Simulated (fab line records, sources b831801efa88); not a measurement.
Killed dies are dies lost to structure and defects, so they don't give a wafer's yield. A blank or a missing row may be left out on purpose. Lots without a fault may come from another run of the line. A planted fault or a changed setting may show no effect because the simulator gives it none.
A struck lot beside a sound one | flow sky130 | 17 steps out of a route of 708
Sound: wafers L241.3, L241.5, L241.6. Struck: wafers L246.1, L246.3, L246.5. The cause comes at the end.
At each step with rows: each side's tool, then ch and its chambers, then its first start. Under that, the readings that differ: sound wafers | struck wafers | difference of the means | sigmas: that difference in standard deviations of wafers without a fault.
alike: readings whose means differ by less than 2 such deviations, and words and numbers that are the same on both sides. not compared: withheld readings, readings that some wafer has no value for, bounds like >300 that may hide the same value, and numbers for which the record gives no deviation and whose values overlap.
The two part at a step that has a row with sigmas, a row that says differs or no value, or rows on one side only. Numbers that don't overlap but have no deviation are shown without sigmas and don't part them. A reading that every wafer of one side lacks parts them only if that side has two wafers or more.

SKY_VT_ADJUST_LVTN_OVL_MEAS_07:
  sound on overlay-01, day 9 01:17; struck on overlay-01, day 10 08:32
  alike: VT_ADJUST_LVTN_OVL
then, 1 step without rows for these wafers: SKY_VT_ADJUST_LVTN_IMPLANT_08.
SKY_VT_ADJUST_LVTN_STRIP_09: strips in O2/N2.
  sound on plasma_asher-04 ch 0,1, day 9 01:30; struck on plasma_asher-04 ch 0,1, day 10 08:43
  alike: drypump_motor_current_A, n2_flow_sccm, oes_product_au, strip_time_to_endpoint_s
  not compared: rf_hours_counter_h
SKY_VT_ADJUST_LVTN_TW_MEAS_10:
  sound on film_metro-01, day 9 01:35; struck on film_metro-03, day 10 08:49
  reading           | sound             | struck            | difference | sigmas
  VT_ADJUST_LVTN_TW | 237.2 239.7 237.7 | 244.0 243.8 244.3 | +5.8       | +3
then, 7 steps without rows for these wafers: SKY_VT_ADJUST_LVTN_DEHYDRATE_11 (time 60 s); SKY_VT_ADJUST_LVTN_HMDS_12 (prime time 60 s); SKY_VT_ADJUST_LVTN_COAT_13 (resist thk 1140 nm); SKY_VT_ADJUST_LVTN_SOFTBAKE_14 (time 60 s); SKY_VT_ADJUST_LVTN_EXPOSE_15 (exposes mask HVN STD DERIVED, target cd 600 nm); SKY_VT_ADJUST_LVTN_PEB_16; SKY_VT_ADJUST_LVTN_DEVELOP_17 (develop time 60 s).
SKY_VT_ADJUST_LVTN_OVL_MEAS_18:
  sound on overlay-01, day 9 23:17; struck on overlay-01, day 11 05:47
  alike: VT_ADJUST_LVTN_01_OVL
SKY_VT_ADJUST_LVTN_IMPLANT_19:
  sound on implanter-02 ch 0, day 9 23:22; struck on implanter-01 ch 0, day 11 05:49
  reading            | sound                         | struck                           | difference  | sigmas
  dose_ions_cm2      | 6.495e+11 6.499e+11 6.491e+11 | 1.2014e+12 1.2023e+12 1.2015e+12 | +5.5223e+11 | +99 or more
  faraday_current_uA | 3.52 3.61 3.67                | 6.77 6.63 6.72                   | +3.11       | +39
  alike: end_station_pressure_torr
SKY_VT_ADJUST_LVTN_STRIP_20: strips in O2/N2.
  sound on plasma_asher-02 ch 0,1, day 9 23:30; struck on plasma_asher-02 ch 1, day 11 05:58
  alike: drypump_motor_current_A, n2_flow_sccm, oes_product_au, strip_time_to_endpoint_s
  not compared: rf_hours_counter_h
SKY_VT_ADJUST_LVTN_TW_MEAS_21:
  sound on film_metro-03, day 9 23:35; struck on film_metro-01, day 11 06:04
  reading             | sound             | struck            | difference | sigmas
  VT_ADJUST_LVTN_2_TW | 189.1 188.9 188.8 | 219.2 221.1 220.7 | +31.4      | +16
then, 1 step without rows for these wafers: SKY_VT_ADJUST_NCORE_DEHYDRATE_00 (time 60 s).
-- the record jumps here: 38 days lie between the struck wafers' starts before and after (it left off in module VT_ADJUST_NCORE and takes up again in module PAD_OPEN, whose first step shown is number 708 of the route) --
SKY_PAD_OPEN_PROBE_99:
  sound on prober-02, day 47 20:48; struck on prober-02, day 48 22:48
  reading                                    | sound                         | struck                        | difference | sigmas
  killed_short                               | 28 46 51                      | 31 31 24                      | -13        | -2
  model.etest.pfet_16v.r_on_ohm_um           | 1.522e+04 1.551e+04 1.552e+04 | 1.445e+04 1.443e+04 1.447e+04 | -9.667e+02 |
  model.etest.nfet_16v.r_on_ohm_um           | 1.382e+04 1.392e+04 1.391e+04 | 1.418e+04 1.415e+04 1.404e+04 | +2.400e+02 |
  model.etest.res_pwell_under_gate.rs_ohm_sq | 2303 2277 2295                | 2182 2203 2194                | -99        |
  model.etest.tip_n_5v.rs_ohm_sq             | 1395 1399 1392                | 1409 1421 1402                | +15        |
  model.etest.nfet_g5v0d10v5.drive_ua_um     | 603.3 607.2 600.5             | 582.8 582 590.3               | -18.6      |
  model.etest.nfet_16v.drive_ua_um           | 223.5 224.4 223.8             | 212.8 214.6 215.6             | -9.6       |
  model.etest.pfet_16v.drive_ua_um           | 244.1 242.6 241.5             | 258 256.2 260.2               | +15        |
  alike: killed_at_M0_to_M3, killed_at_M4_up, killed_at_contacts, killed_at_front_end, killed_at_other, killed_dies, killed_open
  not compared: model.etest.nfet_g5v0d10v5.r_on_ohm_um

WHERE THEY PART
First at SKY_VT_ADJUST_LVTN_TW_MEAS_10; last, within this record, at SKY_PAD_OPEN_PROBE_99.

WHY: what the simulator had put in
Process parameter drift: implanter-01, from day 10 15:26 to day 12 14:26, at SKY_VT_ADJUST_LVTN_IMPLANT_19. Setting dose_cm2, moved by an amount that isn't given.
